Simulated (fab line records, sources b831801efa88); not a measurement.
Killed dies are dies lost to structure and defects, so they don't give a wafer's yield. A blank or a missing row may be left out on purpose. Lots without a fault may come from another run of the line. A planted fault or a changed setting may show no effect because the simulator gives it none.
Which tool did it? | flow sky130 | 12 lots, 36 wafers sampled, at 2 steps of a route of 708

WHAT THE GAUGES READ, wafer by wafer
SKY_CONTACT_BOW_MEAS_05. Usual: CONTACT_BOW 81 um, standard deviation 6.7.
lot  | measured     | on            | CONTACT_BOW (um) | flag
L355 | day 31 13:14 | film_metro-01 | 87 84 86         |
L357 | day 31 23:12 | film_metro-02 | 73 83 76         |
L361 | day 33 17:10 | film_metro-01 | 83 71 70         |
L366 | day 34 23:28 | film_metro-01 | 86 85 79         |
L367 | day 35 05:58 | film_metro-02 | 86 87 83         |
L368 | day 35 19:54 | film_metro-03 | 83 95 71         |
L370 | day 36 07:02 | film_metro-01 | 92 94 83         |
L371 | day 37 00:46 | film_metro-01 | 80 78 78         |
L372 | day 37 01:37 | film_metro-01 | 81 78 79         |
L373 | day 37 06:05 | film_metro-01 | 77 87 82         |
L374 | day 37 08:05 | film_metro-03 | 88 72 67         |
L375 | day 38 04:05 | film_metro-01 | 75 80 77         |

WHICH TOOL RAN EACH LOT (tool, then ch and the chambers of the sampled wafers, then the start)
lot  | SKY_LOCAL_INTERCONNECT_STRIP_15
L355 | plasma_asher-02 ch 0,1, day 31 12:06
L357 | plasma_asher-04 ch 0,1, day 31 22:02
L361 | plasma_asher-04 ch 0,1, day 33 15:59
L366 | plasma_asher-01 ch 0,1, day 34 22:18
L367 | plasma_asher-02 ch 0,1, day 35 04:48
L368 | plasma_asher-02 ch 0,1, day 35 18:43
L370 | plasma_asher-02 ch 0,1, day 36 05:52
L371 | plasma_asher-01 ch 0,1, day 36 23:34
L372 | plasma_asher-01 ch 0,1, day 37 00:25
L373 | plasma_asher-02 ch 0,1, day 37 04:54
L374 | plasma_asher-01 ch 0,1, day 37 06:58
L375 | plasma_asher-04 ch 0,1, day 38 02:58
- SKY_LOCAL_INTERCONNECT_STRIP_15: strips in O2/N2.

WHAT THE TOOLS THEMSELVES READ (means of the sampled wafers that have a number; where no wafer has one, the mark that the record gives instead)
SKY_LOCAL_INTERCONNECT_STRIP_15. Usual: drypump_motor_current_A 6.0 A, standard deviation 0.44; oes_product_au 0.427 a.u., standard deviation 0.0049; strip_time_to_endpoint_s 4.722 s, standard deviation 0.027.
lot  | tool            | drypump_motor_current_A (A) | oes_product_au (a.u.) | strip_time_to_endpoint_s (s) | flag
L355 | plasma_asher-02 | 6.4                         | 0.423                 | 4.708                        |
L357 | plasma_asher-04 | 5.4                         | 0.427                 | 4.713                        |
L361 | plasma_asher-04 | 5.4                         | 0.422                 | 4.697                        |
L366 | plasma_asher-01 | 5.8                         | 0.430                 | 4.784                        |
L367 | plasma_asher-02 | 6.4                         | 0.423                 | 4.740                        |
L368 | plasma_asher-02 | 6.4                         | 0.431                 | 4.718                        |
L370 | plasma_asher-02 | 6.5                         | 0.426                 | 4.708                        |
L371 | plasma_asher-01 | 5.8                         | 0.431                 | 4.733                        |
L372 | plasma_asher-01 | 6.0                         | 0.423                 | 4.703                        |
L373 | plasma_asher-02 | 6.4                         | 0.425                 | 4.738                        |
L374 | plasma_asher-01 | 5.8                         | 0.427                 | 4.730                        |
L375 | plasma_asher-04 | 5.5                         | 0.432                 | 4.753                        |

THE ANSWER, worked out from the rows above alone
Rule: a lot is off if the mean of its wafers that have a number lies more than 3 standard deviations from the usual mean. A lot without any number at a reading at which 4 lots or more have one is off too. The other lots that the step has rows for count as sound. The gauges are gone through in route order, then the tools' own readings, and for those a lot's mean is taken as printed above. The first step at which some lot is off is used, and at that step the reading that is off furthest; a lot without a number counts as furthest.
No lot is off at any reading shown: from this, nothing can be told.

WHAT THE SIMULATOR HAD PUT IN
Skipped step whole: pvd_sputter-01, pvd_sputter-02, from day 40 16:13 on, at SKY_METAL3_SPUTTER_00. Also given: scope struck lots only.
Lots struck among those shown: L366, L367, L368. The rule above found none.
